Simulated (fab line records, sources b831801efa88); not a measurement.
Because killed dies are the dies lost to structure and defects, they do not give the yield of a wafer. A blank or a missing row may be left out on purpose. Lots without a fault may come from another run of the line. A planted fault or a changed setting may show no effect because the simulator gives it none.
2 desks looking at one fault :: flow gf180mcu :: numbers are kept per desk, each desk with only its own; the story behind them comes last

FOR THE TOOL OWNER'S DESK: litho track-03
The tool's own readings at GF_DNWELL_DEVELOP_06 (develop time 60 s): means of the sampled wafers that have a number, for each lot that ran on this tool. A lot is out of limits, marked OUT, if its mean lies more than 4 standard deviations from the usual mean; the brackets give that distance.
Columns: A = developer temp C at GF_DNWELL_DEVELOP_06, usual 23.03 C; B = resist line temp C at GF_DNWELL_DEVELOP_06, usual 23.03 C
lot: L119
first seen here: day 3 03:00
A: 23.03
B: 23.17

lot: L124
first seen here: day 4 06:00
A: 22.94
B: 22.96

lot: L129
first seen here: day 5 09:00
A: 22.25 (-7.8) OUT
B: 22.98

lot: L131
first seen here: day 5 18:00
A: 22.20 (-8.3) OUT
B: 23.00

lot: L132
first seen here: day 6 03:00
A: 21.97 (-11) OUT
B: 23.06
This desk's finding: out of limits on L129, L131, L132; first on L129, day 5 09:00 (developer temp C at GF_DNWELL_DEVELOP_06). L119, L124: within limits.

METROLOGY DESK
Means of the sampled wafers that have a number, per lot and without regard to the tool the lot ran on: this is what the gauges read. A lot is out of limits, marked OUT, if its mean lies more than 4 standard deviations from the usual mean; the brackets give that distance.
Columns: A = STI_CVD_03_THK at GF_STI_THK_MEAS_04, usual 216.5 nm; B = VT_IMPLANT_OVL at GF_VT_IMPLANT_OVL_MEAS_07, usual -0.1 nm; C = cd nm at GF_HV_LDD_CD_MEAS_19, usual 400.3 nm
lot: L117
first seen here: day 1 14:54
A: 217.6
B: -1.6
C: 401.3

lot: L118
first seen here: day 1 18:34
A: 216.7
B: -1.6
C: 401.0

lot: L119
first seen here: day 1 23:34
A: 215.5
B: 1.7
C: 394.5

lot: L120
first seen here: day 2 05:45
A: 217.3
B: -1.0
C: 399.0

lot: L121
first seen here: day 2 10:00
A: 219.0
B: 0.9
C: 396.3

lot: L122
first seen here: day 2 14:52
A: 218.2
B: -0.0
C: 400.6

lot: L123
first seen here: day 2 20:00
A: 217.7
B: -2.1
C: 398.5

lot: L124
first seen here: day 3 00:35
A: 215.6
B: -0.5
C: 401.0

lot: L129
first seen here: day 4 01:34
A: 215.7
B: 0.8
C: 405.7

lot: L131
first seen here: day 4 11:35
A: 217.5
B: 1.9
C: 400.2

lot: L132
first seen here: day 4 18:05
A: 216.3
B: 0.6
C: 401.0

lot: L137
first seen here: day 5 17:34
A: 216.6
B: 0.7
C: 401.5

lot: L140
first seen here: day 6 08:35
A: 216.1
B: 1.6
C: 403.2
This desk's finding: nothing out of limits on any of the 13 lots.

TAKEN TOGETHER
The tool owner's desk had the chance to raise an alarm at day 5 09:00 on L129, L131, L132.
Nothing out of limits was seen by the metrology desk.
The metrology desk holds a record of L129, L131, L132, inside its limits.
GF_DNWELL_DEVELOP_06 was run on litho track-03 by each of the lots named.

WHAT THE SIMULATOR PUT IN
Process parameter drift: litho track-03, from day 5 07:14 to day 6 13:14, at GF_DNWELL_DEVELOP_06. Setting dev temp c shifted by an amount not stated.
Struck lots among those shown: L129, L131, L132.
How many hours passed from the start of the fault until each desk's first out-of-limits reading: the tool owner's desk, 2.
